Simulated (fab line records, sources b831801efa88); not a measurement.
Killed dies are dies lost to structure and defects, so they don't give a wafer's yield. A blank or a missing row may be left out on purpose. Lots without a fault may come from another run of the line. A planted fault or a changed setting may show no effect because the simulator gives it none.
Which tool did it? | flow sky130 | 11 lots, 33 wafers sampled, at 3 steps of a route of 708

WHAT THE GAUGES READ, wafer by wafer
SKY_LI_CONTACT_THK_MEAS_01.
lot  | measured     | on            | LI_CONTACT_HDPCVD_THK (nm)
L828 | day 28 00:26 | film_metro-04 | 883 909 913
L830 | day 28 14:35 | film_metro-04 | 907 923 908
L831 | day 29 11:22 | film_metro-04 | 912 925 909
L833 | day 30 06:37 | film_metro-02 | 886 886 892
L835 | day 30 20:37 | film_metro-02 | 907 887 894
L836 | day 31 08:55 | film_metro-02 | 910 914 914
L837 | day 31 15:34 | film_metro-03 | 904 917 905
L838 | day 31 19:07 | film_metro-03 | 905 910 915
L841 | day 32 15:25 | film_metro-02 | 901 899 902
L840 | day 32 15:49 | film_metro-04 | 881 907 907
L842 | day 33 00:07 | film_metro-02 | 917 889 902

SKY_LI_CONTACT_CD_MEAS_12: target cd 170 nm.
lot  | measured     | on        | cd_nm (nm)
L828 | day 29 05:08 | cd_sem-01 | 171.6 170.4 169.9
L830 | day 29 18:41 | cd_sem-02 | 169.2 168.7 169.5
L831 | day 30 15:52 | cd_sem-02 | 170.4 170.5 170.4
L833 | day 31 10:37 | cd_sem-02 | 172.2 171.2 172.0
L835 | day 32 01:01 | cd_sem-02 | 171.5 171.7 171.7
L836 | day 32 12:42 | cd_sem-01 | 170.5 169.7 171.2
L837 | day 32 18:43 | cd_sem-02 | 171.5 169.7 169.0
L838 | day 32 21:25 | cd_sem-01 | 167.7 167.9 168.8
L841 | day 33 18:36 | cd_sem-02 | 167.6 168.4 167.4
L840 | day 33 19:53 | cd_sem-01 | 167.8 167.4 168.7
L842 | day 34 03:24 | cd_sem-01 | 171.8 171.0 172.9

SKY_LI_CONTACT_THK_MEAS_23: measures by xrf.
lot  | measured     | on            | LI_CONTACT_W_THK (nm)
L828 | day 29 06:04 | film_metro-03 | 391 409 400
L830 | day 29 19:40 | film_metro-03 | 403 407 408
L831 | day 30 16:50 | film_metro-02 | 421 407 410
L833 | day 31 11:34 | film_metro-04 | 415 413 400
L835 | day 32 01:58 | film_metro-03 | 413 405 404
L836 | day 32 13:40 | film_metro-03 | 411 417 403
L837 | day 32 19:41 | film_metro-03 | 406 422 425
L838 | day 32 22:23 | film_metro-04 | 400 421 420
L841 | day 33 19:35 | film_metro-02 | 410 416 409
L840 | day 33 20:50 | film_metro-02 | 431 417 414
L842 | day 34 04:22 | film_metro-02 | 415 419 407

WHICH TOOL RAN EACH LOT (tool, then ch and the chambers of the sampled wafers, then the start)
The record holds no process step before these readings.

WHAT THE TOOLS THEMSELVES READ (means of the sampled wafers that have a number; where no wafer has one, the mark that the record gives instead)
The record holds no such reading with a usual standard deviation.

THE ANSWER, worked out from the rows above alone
Rule: what is usual is taken from the lots themselves. Put in order of their means at a reading, lots are off if they are a third of the lots or fewer, leave a main group of 4 or more, and stand apart from it by a gap of 3 or more times the standard deviation of the main group's means; of several such gaps the widest counts. A main group whose means are all the same, to the digits that the tables above print for the reading, isn't used. A lot without any number at a reading at which 4 lots or more have one is off too. The other lots that the step has rows for count as sound. The gauges are gone through in route order, then the tools' own readings, and for those a lot's mean is taken as printed above. The first step at which some lot is off is used, and at that step the reading that is off furthest; a lot without a number counts as furthest.
No lot is off at any reading shown: from this, nothing can be told.

WHAT THE SIMULATOR HAD PUT IN
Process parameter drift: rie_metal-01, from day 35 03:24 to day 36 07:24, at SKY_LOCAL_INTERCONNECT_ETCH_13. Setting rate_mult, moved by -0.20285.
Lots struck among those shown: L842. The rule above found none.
